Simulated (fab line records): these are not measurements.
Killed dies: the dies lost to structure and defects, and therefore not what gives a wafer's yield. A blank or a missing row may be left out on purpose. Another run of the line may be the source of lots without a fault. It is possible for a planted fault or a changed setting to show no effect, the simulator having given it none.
fab line records	flow sfq-line
record lots=5	wafers=23
route steps=325 shown M3@119 I3@140 M4@149 I4@163 M5@206
start-h: start of the lot's first displayed wafer, in hours after the record's first day	wait-h: hours since the lot's step before	" as in the row above	L1.1+2: several wafers, shown together as one row	- no value, or no start given	* or withheld: withheld	< > ~ a bound
route shown NAME@n: a module of which the file shows steps, and the number in the route of the first	usual: average and standard deviation across the fault-free wafers	same: alike in all rows	chamber/n: place in a boat	sites: the reading at each site	_std_site: standard deviation across them	_edge_site: mean of outer sites minus mean of inner sites	radius-mm: for every site, how far away it sits from the centre of the wafer	mask NAME#n: copy n	behind: tool/chamber where the wafer was last shaped	hold: cause of the lot's hold/its duration in hours/its outcome	device: the n, p or np transistor that did not switch	end of line: the tests these same wafers got at the end of their route	where a step has no rows: the recipe by itself	killed: at the first sort, the dies lost to defects and structure; wafer yield is something else	map: a wafer's dies, marking killed ones x, the rest . and places with no die _
set.NAME: the run value of the setting; set.NAME@STEP: its run value at that earlier step	model.NAME: the simulator's own value behind a step, which no gauge read
lots with deliberately changed settings; one table per step, one row per wafer
## steps
# step SFQ_TRILAYER_M3_DEP_SPUTTER_073
# recipe material=Nb	base-pressure-pa=1.33e-06	chamber-pressure-pa=0.1333	substrate-temp-c=20	resputter-cathode-voltage-v=400	target-thk-nm=200	power-w=2000	time-s=133.3
lot.wafer	tool	chamber	start-h	wait-h	set.time-s	model.Nb_of_TRILAYER_M3_DEP_SPUTTER_073.thk-nm
L075.1	pvd-sputter-04	-	769.97	0.0	123.6	189.8
L075.3	"	-	"	"	123.6	188.2
L075.4	"	-	"	"	123.6	190.2
L075.5	"	-	"	"	133.3	204
L075.6	"	-	"	"	133.3	204.4
L079.1	pvd-sputter-03	-	783.33	0.0	133.3	202
L079.4	"	-	"	"	133.3	201
L079.6	"	-	"	"	133.3	202.5
L080.1	pvd-sputter-04	-	784.53	0.0	150.7	223.2
L080.3	"	-	"	"	133.3	198.1
L080.4	"	-	"	"	133.3	199.1
L080.5	"	-	"	"	150.7	223
L080.6	"	-	"	"	150.7	223.8
L081.1	pvd-sputter-03	-	785.73	0.0	133.3	202.8
L081.2	"	-	"	"	133.3	198.7
L081.3	"	-	"	"	133.3	201.7
L081.4	"	-	"	"	133.3	200.6
L081.6	"	-	"	"	133.3	204.3
L085.2	pvd-sputter-04	-	808.53	0.0	151.3	225.4
L085.3	"	-	"	"	133.3	200.9
L085.4	"	-	"	"	151.3	223.6
L085.5	"	-	"	"	133.3	197.9
L085.6	"	-	"	"	151.3	227.7
# step SFQ_M3_RS_MEAS_919
# recipe thk-meas-gauge=four-point-probe	reads=Nb_of_TRILAYER_M3_DEP_SPUTTER_073
# usual M3_NB_RS=0.888/0.013
lot.wafer	tool	chamber	start-h	wait-h	set.time-s@TRILAYER_M3_DEP_SPUTTER_073	M3_NB_RS[ohm/sq]
L075.1	film-metro-04	-	770.06	0.0	123.6	0.938
L075.3	"	-	"	"	123.6	0.945
L075.4	"	-	"	"	123.6	0.937
L075.5	"	-	"	"	133.3	0.873
L075.6	"	-	"	"	133.3	0.869
L079.1	film-metro-02	-	783.42	0.0	133.3	0.880
L079.4	"	-	"	"	133.3	0.885
L079.6	"	-	"	"	133.3	0.878
L080.1	film-metro-02	-	784.62	0.0	150.7	0.795
L080.3	"	-	"	"	133.3	0.898
L080.4	"	-	"	"	133.3	0.893
L080.5	"	-	"	"	150.7	0.797
L080.6	"	-	"	"	150.7	0.795
L081.1	film-metro-04	-	785.82	0.0	133.3	0.877
L081.2	"	-	"	"	133.3	0.897
L081.3	"	-	"	"	133.3	0.883
L081.4	"	-	"	"	133.3	0.884
L081.6	"	-	"	"	133.3	0.872
L085.2	film-metro-02	-	808.64	0.1	151.3	0.788
L085.3	"	-	"	"	133.3	0.886
L085.4	"	-	"	"	151.3	0.794
L085.5	"	-	"	"	133.3	0.898
L085.6	"	-	"	"	151.3	0.782
# step SFQ_TRILAYER_M3_LITHO_PEB_078
# recipe peb-temp-c=115	peb-time-s=60	resist=KrF
lot.wafer	tool	chamber	start-h	wait-h	set.peb-time-s
L075.1+6	litho-track-04	0	910.56	1.0	67.65
L075.3+4+5	"	0	"	"	60
L079.1+4+6	litho-track-01	0	926.08	1.0	60
L080.1+3+4+5+6	litho-track-04	0	930.92	1.0	60
L081.1+2+3+4+6	litho-track-01	0	932.12	1.0	60
L085.2+3+4+5+6	litho-track-01	0	955.59	0.8	60
# step SFQ_TRILAYER_M3_LITHO_DEVELOP_077
# recipe time-s=60	resist=KrF
# step SFQ_TRILAYER_M3_BARC_OPEN_METAL_ETCH_100
# recipe mask-material=PR	chemistry=O2	target-depth-nm=125	target=BARC	icp-w=600	bias-w=80	pressure-mtorr=10	time-s=41.7
lot.wafer	tool	chamber	start-h	wait-h	set.time-s@TRILAYER_I1_VIA_BARC_OPEN_VIA_ETCH_071	model.M3.cd-nm
L075.1	rie-metal-03	1	910.90	0.0	41.7	484.8
L075.3+4	"	1,0	"	"	46.03	500.6
L075.5	"	0	"	"	46.03	499.7
L075.6	"	1	"	"	41.7	484.7
L079.1	rie-metal-03	0	926.41	0.0	41.7	500.5
L079.4	"	0	"	"	41.7	500.1
L079.6	"	0	"	"	41.7	500.4
L080.1	rie-metal-03	1	931.25	0.0	41.7	499.8
L080.3	"	0	"	"	41.7	499.2
L080.4	"	1	"	"	37.8	500.1
L080.5	"	1	"	"	37.8	498.3
L080.6	"	0	"	"	37.8	498.9
L081.1	rie-metal-02	0	932.45	0.0	41.7	498.1
L081.2	"	1	"	"	41.7	497.8
L081.3	"	0	"	"	43.46	498.1
L081.4	"	1	"	"	43.46	498.2
L081.6	"	1	"	"	43.46	497.5
L085.2	rie-metal-02	0	955.90	0.0	43.63	499.4
L085.3	"	1	"	"	43.63	499.7
L085.4+6	"	0,1	"	"	41.7	498.8
L085.5	"	0	"	"	41.7	499.8
# step SFQ_TRILAYER_M3_ETCH_METAL_ETCH_078
# recipe target=Nb	stop-on=SiO2	mask-material=PR	chemistry=Cl2/Ar	target-depth-nm=240	icp-w=600	bias-w=77.47	pressure-mtorr=10	time-s=120
# usual oes-product-au=0.896/0.0084
lot.wafer	tool	chamber	start-h	wait-h	set.time-s@TRILAYER_M3_DEP_SPUTTER_073	oes-product-au
L075.1	rie-metal-03	1	910.96	0.0	123.6	0.864
L075.3	"	1	"	"	123.6	0.860
L075.4	"	0	"	"	123.6	0.870
L075.5	"	0	"	"	133.3	0.904
L075.6	"	1	"	"	133.3	0.912
L079.1	rie-metal-03	0	926.47	0.0	133.3	0.898
L079.4	"	0	"	"	133.3	0.897
L079.6	"	0	"	"	133.3	0.897
L080.1	rie-metal-03	1	931.31	0.0	150.7	0.955
L080.3	"	0	"	"	133.3	0.886
L080.4	"	1	"	"	133.3	0.894
L080.5	"	1	"	"	150.7	0.951
L080.6	"	0	"	"	150.7	0.953
L081.1	rie-metal-02	0	932.51	0.0	133.3	0.896
L081.2	"	1	"	"	133.3	0.889
L081.3	"	0	"	"	133.3	0.893
L081.4	"	1	"	"	133.3	0.901
L081.6	"	1	"	"	133.3	0.906
L085.2	rie-metal-02	0	955.96	0.0	151.3	0.955
L085.3	"	1	"	"	133.3	0.894
L085.4	"	0	"	"	151.3	0.955
L085.5	"	0	"	"	133.3	0.898
L085.6	"	1	"	"	151.3	0.968
# step SFQ_TRILAYER_I3_VIA_LITHO_EXPOSE_086
# recipe mask-id=I3	na=0.6	source-shape=conventional	sigma-outer=0.65	target-cd-nm=500	dose-mj=21.3
lot.wafer	tool	chamber	start-h	wait-h	mask	set.dose-mj
L075.1+4+5	krf-scanner-02	0	1063.89	-	I3#0	21.3
L075.3+6	"	0	"	"	I3#0	20.78
L079.1+4+6	krf-scanner-01	0	1075.66	-	I3#0	21.3
L080.1+3+4+5+6	krf-scanner-01	0	1079.26	-	I3#0	21.3
L081.1+2+3	krf-scanner-01	0	1081.66	-	I3#0	21.3
L081.4+6	"	0	"	"	I3#0	20.52
L085.2+6	krf-scanner-01	0	1097.46	-	I3#0	21.3
L085.3+4+5	"	0	"	"	I3#0	22.45
# step SFQ_TRILAYER_I3_VIA_BARC_OPEN_VIA_ETCH_121
# recipe mask-material=PR	chemistry=O2	target-depth-nm=125	target=BARC	source-w=500	bias-w=80	pressure-mtorr=30	time-s=41.7
lot.wafer	tool	chamber	start-h	wait-h	set.pressure-mtorr	set.dose-mj@TRILAYER_I3_VIA_LITHO_EXPOSE_086	model.I3.cd-nm
L075.1	rie-diel-01	0	1065.43	0.0	31.42	21.3	497.9
L075.3	"	2	"	"	31.42	20.78	494.2
L075.4	"	1	"	"	31.42	21.3	498
L075.5	"	3	"	"	31.42	21.3	499.9
L075.6	"	2	"	"	31.42	20.78	494
L079.1	rie-diel-02	2	1077.20	0.0	30	21.3	501.1
L079.4	"	3	"	"	30	21.3	499.5
L079.6	"	2	"	"	30	21.3	501
L080.1	rie-diel-03	1	1080.80	0.0	34.49	21.3	502.1
L080.3	"	0	"	"	34.49	21.3	499.5
L080.4	"	2	"	"	34.49	21.3	500.7
L080.5	"	2	"	"	34.49	21.3	500
L080.6	"	1	"	"	34.49	21.3	501.6
L081.1	rie-diel-02	3	1083.20	0.0	30	21.3	499.8
L081.2	"	1	"	"	30	21.3	498.7
L081.3	"	0	"	"	30	21.3	500.3
L081.4	"	2	"	"	30	20.52	494.6
L081.6	"	3	"	"	30	20.52	493.6
L085.2	rie-diel-02	2	1098.80	0.0	33.15	21.3	502
L085.3	"	1	"	"	33.15	22.45	506.7
L085.4	"	0	"	"	33.15	22.45	506.4
L085.5	"	2	"	"	33.15	22.45	510.3
L085.6	"	1	"	"	33.15	21.3	499.1
# step SFQ_TRILAYER_M4_DEP_SPUTTER_091
# recipe material=Nb	base-pressure-pa=1.33e-06	chamber-pressure-pa=0.1333	substrate-temp-c=20	resputter-cathode-voltage-v=400	target-thk-nm=200	power-w=2000	time-s=133.3
lot.wafer	tool	chamber	start-h	wait-h	set.time-s	model.Nb_of_TRILAYER_M4_DEP_SPUTTER_091.thk-nm
L075.1	pvd-sputter-05	-	1066.38	0.0	140.3	212.8
L075.3	"	-	"	"	140.3	209.2
L075.4	"	-	"	"	133.3	200.8
L075.5	"	-	"	"	133.3	201.3
L075.6	"	-	"	"	140.3	210.6
L079.1	pvd-sputter-03	-	1078.17	0.0	133.3	197.7
L079.4	"	-	"	"	133.3	197.6
L079.6	"	-	"	"	133.3	203.9
L080.1	pvd-sputter-06	-	1081.76	0.0	133.3	197.3
L080.3+5	"	-	"	"	133.3	197.2
L080.4	"	-	"	"	123.8	185.3
L080.6	"	-	"	"	123.8	183.4
L081.1	pvd-sputter-03	-	1084.16	0.0	151.1	225.4
L081.2	"	-	"	"	133.3	199.6
L081.3	"	-	"	"	133.3	201
L081.4	"	-	"	"	151.1	229.2
L081.6	"	-	"	"	151.1	225.2
L085.2	pvd-sputter-03	-	1100.37	0.0	133.3	197.6
L085.3	"	-	"	"	118.1	179.2
L085.4	"	-	"	"	118.1	175.4
L085.5	"	-	"	"	133.3	198.3
L085.6	"	-	"	"	133.3	197.4
# step SFQ_M4_RS_MEAS_924
# recipe thk-meas-gauge=four-point-probe	reads=Nb_of_TRILAYER_M4_DEP_SPUTTER_091
# usual M4_NB_RS=0.894/0.01
lot.wafer	tool	chamber	start-h	wait-h	set.time-s@TRILAYER_M4_DEP_SPUTTER_091	M4_NB_RS[ohm/sq]
L075.1	film-metro-03	-	1066.47	0.0	140.3	0.835
L075.3	"	-	"	"	140.3	0.849
L075.4	"	-	"	"	133.3	0.882
L075.5	"	-	"	"	133.3	0.883
L075.6	"	-	"	"	140.3	0.843
L079.1	film-metro-02	-	1078.26	0.0	133.3	0.903
L079.4	"	-	"	"	133.3	0.902
L079.6	"	-	"	"	133.3	0.873
L080.1	film-metro-04	-	1081.85	0.0	133.3	0.902
L080.3	"	-	"	"	133.3	0.902
L080.4	"	-	"	"	123.8	0.961
L080.5	"	-	"	"	133.3	0.904
L080.6	"	-	"	"	123.8	0.972
L081.1	film-metro-04	-	1084.25	0.0	151.1	0.789
L081.2	"	-	"	"	133.3	0.891
L081.3	"	-	"	"	133.3	0.886
L081.4	"	-	"	"	151.1	0.774
L081.6	"	-	"	"	151.1	0.790
L085.2	film-metro-04	-	1100.48	0.1	133.3	0.901
L085.3	"	-	"	"	118.1	0.994
L085.4	"	-	"	"	118.1	1.016
L085.5	"	-	"	"	133.3	0.898
L085.6	"	-	"	"	133.3	0.901
# step SFQ_TRILAYER_M4_LITHO_EXPOSE_094
# recipe mask-id=M4	na=0.6	source-shape=conventional	sigma-outer=0.65	target-cd-nm=500	dose-mj=14.4
lot.wafer	tool	chamber	start-h	wait-h	mask	set.dose-mj
L075.1+4+6	krf-scanner-02	0	1180.89	-	M4#0	14.4
L075.3+5	"	0	"	"	M4#0	13.52
L079.1+4+6	krf-scanner-01	0	1200.22	-	M4#0	14.4
L080.1+4	krf-scanner-01	0	1206.22	-	M4#0	14.4
L080.3+5+6	"	0	"	"	M4#0	14.93
L081.1+3	krf-scanner-01	0	1211.02	-	M4#0	15.26
L081.2+4+6	"	0	"	"	M4#0	14.4
L085.2+5	krf-scanner-01	0	1236.42	-	M4#0	14.4
L085.3+4+6	"	0	"	"	M4#0	15.41
# step SFQ_TRILAYER_M4_LITHO_PEB_096
# recipe peb-temp-c=115.6	peb-time-s=60	resist=KrF
# step SFQ_TRILAYER_M4_LITHO_DEVELOP_095
# recipe time-s=60	resist=KrF
# step SFQ_TRILAYER_M4_BARC_OPEN_METAL_ETCH_123
# recipe mask-material=PR	chemistry=O2	target-depth-nm=125	target=BARC	icp-w=600	bias-w=80	pressure-mtorr=10	time-s=41.7
lot.wafer	tool	chamber	start-h	wait-h	set.dose-mj@TRILAYER_M4_LITHO_EXPOSE_094	model.M4.cd-nm
L075.1+6	rie-metal-02	1	1182.43	0.0	14.4	489.6
L075.3	"	1	"	"	13.52	500.1
L075.4	"	0	"	"	14.4	491.2
L075.5	"	0	"	"	13.52	501
L079.1	rie-metal-01	1	1201.76	0.0	14.4	489.6
L079.4	"	1	"	"	14.4	488.2
L079.6	"	0	"	"	14.4	490.5
L080.1	rie-metal-02	0	1207.76	0.0	14.4	491.5
L080.3	"	0	"	"	14.93	485.2
L080.4	"	1	"	"	14.4	492.1
L080.5	"	0	"	"	14.93	485
L080.6	"	1	"	"	14.93	484.7
L081.1	rie-metal-02	0	1212.56	0.0	15.26	482
L081.2	"	1	"	"	14.4	490.8
L081.3	"	1	"	"	15.26	481.4
L081.4	"	0	"	"	14.4	490.7
L081.6	"	0	"	"	14.4	491.9
L085.2	rie-metal-04	0	1237.76	0.0	14.4	490.7
L085.3	"	1	"	"	15.41	481.1
L085.4	"	0	"	"	15.41	480.2
L085.5	"	1	"	"	14.4	490.3
L085.6	"	0	"	"	15.41	479.8
# step SFQ_TRILAYER_M4_ETCH_METAL_ETCH_096
# recipe target=Nb	stop-on=SiO2	mask-material=PR	chemistry=Cl2/Ar	target-depth-nm=240	icp-w=600	bias-w=80	pressure-mtorr=10	time-s=120
# usual oes-product-au=0.891/0.0077
lot.wafer	tool	chamber	start-h	wait-h	set.time-s@TRILAYER_M4_DEP_SPUTTER_091	oes-product-au
L075.1	rie-metal-02	1	1182.49	0.0	140.3	0.932
L075.3	"	1	"	"	140.3	0.928
L075.4	"	0	"	"	133.3	0.905
L075.5	"	0	"	"	133.3	0.900
L075.6	"	1	"	"	140.3	0.923
L079.1	rie-metal-01	1	1201.82	0.0	133.3	0.889
L079.4	"	1	"	"	133.3	0.887
L079.6	"	0	"	"	133.3	0.913
L080.1	rie-metal-02	0	1207.82	0.0	133.3	0.896
L080.3	"	0	"	"	133.3	0.883
L080.4	"	1	"	"	123.8	0.860
L080.5	"	0	"	"	133.3	0.879
L080.6	"	1	"	"	123.8	0.852
L081.1	rie-metal-02	0	1212.62	0.0	151.1	0.962
L081.2	"	1	"	"	133.3	0.891
L081.3	"	1	"	"	133.3	0.894
L081.4	"	0	"	"	151.1	0.969
L081.6	"	0	"	"	151.1	0.962
L085.2	rie-metal-04	0	1237.82	0.0	133.3	0.885
L085.3	"	1	"	"	118.1	0.842
L085.4	"	0	"	"	118.1	0.834
L085.5	"	1	"	"	133.3	0.874
L085.6	"	0	"	"	133.3	0.885
# step SFQ_TRILAYER_I4_DEP_PECVD_099
# recipe material=SiO2	temp-c=150	time-s=111.11	pressure-torr=2.4	rf-w=183.3	precursor=SiH4/N2O	target-thk-nm=500
lot.wafer	tool	chamber	start-h	wait-h	set.time-s	model.SiO2_of_TRILAYER_I4_DEP_PECVD_099.thk-nm
L075.1	pecvd-01	0	1183.57	0.0	111.11	498.9
L075.3	"	1	"	"	111.11	494.9
L075.4	"	2	"	"	111.11	499
L075.5	"	1	"	"	111.11	501.9
L075.6	"	0	"	"	111.11	511.8
L079.1	pecvd-04	2	1202.72	0.0	111.11	505.7
L079.4	"	1	"	"	111.11	515.1
L079.6	"	0	"	"	111.11	504.6
L080.1	pecvd-03	2	1208.73	0.0	111.11	498.5
L080.3	"	1	"	"	101.1	453.5
L080.4	"	0	"	"	101.1	467.4
L080.5	"	1	"	"	101.1	457.7
L080.6	"	2	"	"	111.11	511.3
L081.1	pecvd-01	0	1213.53	0.0	115.3	518.1
L081.2	"	1	"	"	111.11	494.9
L081.3	"	2	"	"	115.3	509.4
L081.4	"	0	"	"	115.3	516
L081.6	"	2	"	"	111.11	496.7
L085.2	pecvd-04	1	1238.72	0.0	111.11	493.6
L085.3	"	2	"	"	111.11	499.5
L085.4	"	1	"	"	111.11	498.4
L085.5+6	"	2,0	"	"	111.11	505.1
# step SFQ_TRILAYER_I4_VIA_LITHO_PEB_106
# recipe peb-temp-c=115	peb-time-s=60	resist=KrF
lot.wafer	tool	chamber	start-h	wait-h	set.peb-temp-c
L075.1+3+4+5+6	litho-track-04	0	1324.82	1.0	115
L079.1+4+6	litho-track-02	0	1341.62	1.0	115
L080.1+3+4	litho-track-01	0	1351.22	1.0	116.3
L080.5+6	"	0	"	"	115
L081.1+2+6	litho-track-01	0	1354.82	1.0	117
L081.3+4	"	0	"	"	115
L085.2+3+4+5+6	litho-track-04	0	1381.21	0.8	115
# step SFQ_TRILAYER_I4_VIA_LITHO_DEVELOP_105
# recipe time-s=60	resist=KrF
# step SFQ_TRILAYER_I4_VIA_BARC_OPEN_VIA_ETCH_146
# recipe mask-material=PR	chemistry=O2	target-depth-nm=125	target=BARC	source-w=500	bias-w=80	pressure-mtorr=30	time-s=41.7
lot.wafer	tool	chamber	start-h	wait-h	set.peb-temp-c@TRILAYER_I4_VIA_LITHO_PEB_106	model.I4.cd-nm
L075.1	rie-diel-01	0	1325.15	0.0	115	701.1
L075.3	"	2	"	"	115	698.6
L075.4	"	1	"	"	115	699.5
L075.5	"	2	"	"	115	700.2
L075.6	"	1	"	"	115	699.4
L079.1	rie-diel-01	1	1341.95	0.0	115	700.5
L079.4	"	0	"	"	115	702.5
L079.6	"	2	"	"	115	699.9
L080.1	rie-diel-01	3	1351.55	0.0	116.3	721.9
L080.3	"	2	"	"	116.3	721.6
L080.4	"	0	"	"	116.3	723.4
L080.5	"	1	"	"	115	699.7
L080.6	"	2	"	"	115	700.3
L081.1	rie-diel-04	0	1355.15	0.0	117	733.5
L081.2	"	2	"	"	117	733.2
L081.3	"	3	"	"	115	700.5
L081.4	"	2	"	"	115	700
L081.6	"	3	"	"	117	734.4
L085.2	rie-diel-01	1	1381.52	0.0	115	700
L085.3	"	0	"	"	115	700.9
L085.4	"	2	"	"	115	701.2
L085.5	"	2	"	"	115	701.4
L085.6	"	3	"	"	115	699.6
# step SFQ_TRILAYER_I4_VIA_ETCH_VIA_ETCH_106
# recipe target=SiO2	stop-on=Nb	mask-material=PR	taper-deg=20	chemistry=CHF3	target-depth-nm=260	source-w=500	bias-w=80	pressure-mtorr=30	time-s=withheld
lot.wafer	tool	chamber	start-h	wait-h	set.bias-w	set.peb-temp-c@TRILAYER_I4_VIA_LITHO_PEB_106	model.I4.cd-nm
L075.1	rie-diel-01	0	1325.19	0.0	80	115	700.4
L075.3	"	2	"	"	80	115	700.7
L075.4	"	1	"	"	70.82	115	698.3
L075.5	"	2	"	"	80	115	701.8
L075.6	"	1	"	"	70.82	115	698.7
L079.1	rie-diel-01	1	1341.99	0.0	80	115	698.5
L079.4	"	0	"	"	80	115	700.4
L079.6	"	2	"	"	80	115	701.2
L080.1	rie-diel-01	3	1351.59	0.0	80	116.3	721.9
L080.3	"	2	"	"	82.99	116.3	722.6
L080.4	"	0	"	"	80	116.3	721.5
L080.5	"	1	"	"	80	115	698
L080.6	"	2	"	"	82.99	115	700.1
L081.1	rie-diel-04	0	1355.19	0.0	83.13	117	735.1
L081.2	"	2	"	"	80	117	731.8
L081.3	"	3	"	"	80	115	700.9
L081.4	"	2	"	"	83.13	115	698
L081.6	"	3	"	"	80	117	734.7
L085.2	rie-diel-01	1	1381.56	0.0	80	115	701.4
L085.3	"	0	"	"	72.55	115	700.7
L085.4	"	2	"	"	80	115	702.6
L085.5	"	2	"	"	72.55	115	702.5
L085.6	"	3	"	"	80	115	704.9
# step SFQ_TRILAYER_M5_ETCH_METAL_ETCH_126
# recipe target=Nb	stop-on=SiO2	mask-material=PR	over-etch-frac=0.15	time-s=203.2	chemistry=Cl2/BCl3	target-depth-nm=265	icp-w=600	bias-w=80	pressure-mtorr=10
lot.wafer	tool	chamber	start-h	wait-h	set.time-s	model.KrF_of_TRILAYER_M5_LITHO_COAT_123.thk-nm
L075.1	rie-metal-04	1	1475.14	0.0	180.3	386.8
L075.3	"	1	"	"	180.3	386
L075.4	"	0	"	"	203.2	369.3
L075.5	"	0	"	"	203.2	370.5
L075.6	"	1	"	"	203.2	369
L079.1	rie-metal-02	0	1492.02	0.0	203.2	367.5
L079.4	"	1	"	"	203.2	374.7
L079.6	"	1	"	"	203.2	373.2
L080.1	rie-metal-03	0	1504.02	0.0	203.2	373.4
L080.3	"	1	"	"	203.2	369.2
L080.4	"	0	"	"	203.2	373.9
L080.5	"	0	"	"	203.2	375.8
L080.6	"	1	"	"	203.2	368.6
L081.1	rie-metal-03	0	1507.62	0.0	203.2	375.4
L081.2	"	1	"	"	203.2	367.9
L081.3	"	0	"	"	227.8	355.3
L081.4	"	1	"	"	203.2	369
L081.6	"	0	"	"	227.8	357.2
L085.2	rie-metal-04	1	1535.63	0.0	183.3	378.1
L085.3	"	0	"	"	183.3	383.8
L085.4	"	1	"	"	183.3	377.3
L085.5	"	1	"	"	203.2	364.5
L085.6	"	0	"	"	203.2	367
## key
split step=SFQ_TRILAYER_M3_DEP_SPUTTER_073	setting=time-s	stated=133.3	by=wafer
response step=SFQ_TRILAYER_M3_DEP_SPUTTER_073	reading=model.Nb_of_TRILAYER_M3_DEP_SPUTTER_073.thk-nm	change=+1.93	per=1%	r=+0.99
response step=SFQ_M3_RS_MEAS_919	reading=M3_NB_RS	change=-0.00793	per=1%	r=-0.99
response step=SFQ_TRILAYER_M3_ETCH_METAL_ETCH_078	reading=oes-product-au	change=+0.00489	per=1%	r=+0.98
split step=SFQ_TRILAYER_M3_LITHO_PEB_078	setting=peb-time-s	stated=60	by=wafer
response none clear
split step=SFQ_TRILAYER_I3_VIA_LITHO_EXPOSE_086	setting=dose-mj	stated=21.3	by=wafer
response step=SFQ_TRILAYER_I3_VIA_BARC_OPEN_VIA_ETCH_121	reading=model.I3.cd-nm	change=+1.45	per=1%	r=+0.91
split step=SFQ_TRILAYER_I3_VIA_BARC_OPEN_VIA_ETCH_121	setting=pressure-mtorr	stated=30	by=lot
response none clear
split step=SFQ_TRILAYER_M4_DEP_SPUTTER_091	setting=time-s	stated=133.3	by=wafer
response step=SFQ_TRILAYER_M4_DEP_SPUTTER_091	reading=model.Nb_of_TRILAYER_M4_DEP_SPUTTER_091.thk-nm	change=+1.88	per=1%	r=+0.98
response step=SFQ_M4_RS_MEAS_924	reading=M4_NB_RS	change=-0.00843	per=1%	r=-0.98
response step=SFQ_TRILAYER_M4_ETCH_METAL_ETCH_096	reading=oes-product-au	change=+0.00466	per=1%	r=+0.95
split step=SFQ_TRILAYER_M4_LITHO_EXPOSE_094	setting=dose-mj	stated=14.4	by=wafer
response step=SFQ_TRILAYER_M4_BARC_OPEN_METAL_ETCH_123	reading=model.M4.cd-nm	change=-1.59	per=1%	r=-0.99
split step=SFQ_TRILAYER_I4_DEP_PECVD_099	setting=time-s	stated=111.11	by=wafer
response step=SFQ_TRILAYER_I4_DEP_PECVD_099	reading=model.SiO2_of_TRILAYER_I4_DEP_PECVD_099.thk-nm	change=+5.02	per=1%	r=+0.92
split step=SFQ_TRILAYER_I4_VIA_LITHO_PEB_106	setting=peb-temp-c	stated=115	by=wafer
response step=SFQ_TRILAYER_I4_VIA_BARC_OPEN_VIA_ETCH_146	reading=model.I4.cd-nm	change=+19.4	per=1%	r=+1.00
response step=SFQ_TRILAYER_I4_VIA_ETCH_VIA_ETCH_106	reading=model.I4.cd-nm	change=+19.9	per=1%	r=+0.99
split step=SFQ_TRILAYER_I4_VIA_ETCH_VIA_ETCH_106	setting=bias-w	stated=80	by=wafer
response none clear
split step=SFQ_TRILAYER_M5_ETCH_METAL_ETCH_126	setting=time-s	stated=203.2	by=wafer
response step=SFQ_TRILAYER_M5_ETCH_METAL_ETCH_126	reading=model.KrF_of_TRILAYER_M5_LITHO_COAT_123.thk-nm	change=-1.36	per=1%	r=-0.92
split outside-this-file step=SFQ_TRILAYER_I1_VIA_BARC_OPEN_VIA_ETCH_071 setting=time-s
# split outside-this-file: this setting was split too, and the file shows its column; the key of that split is in another file
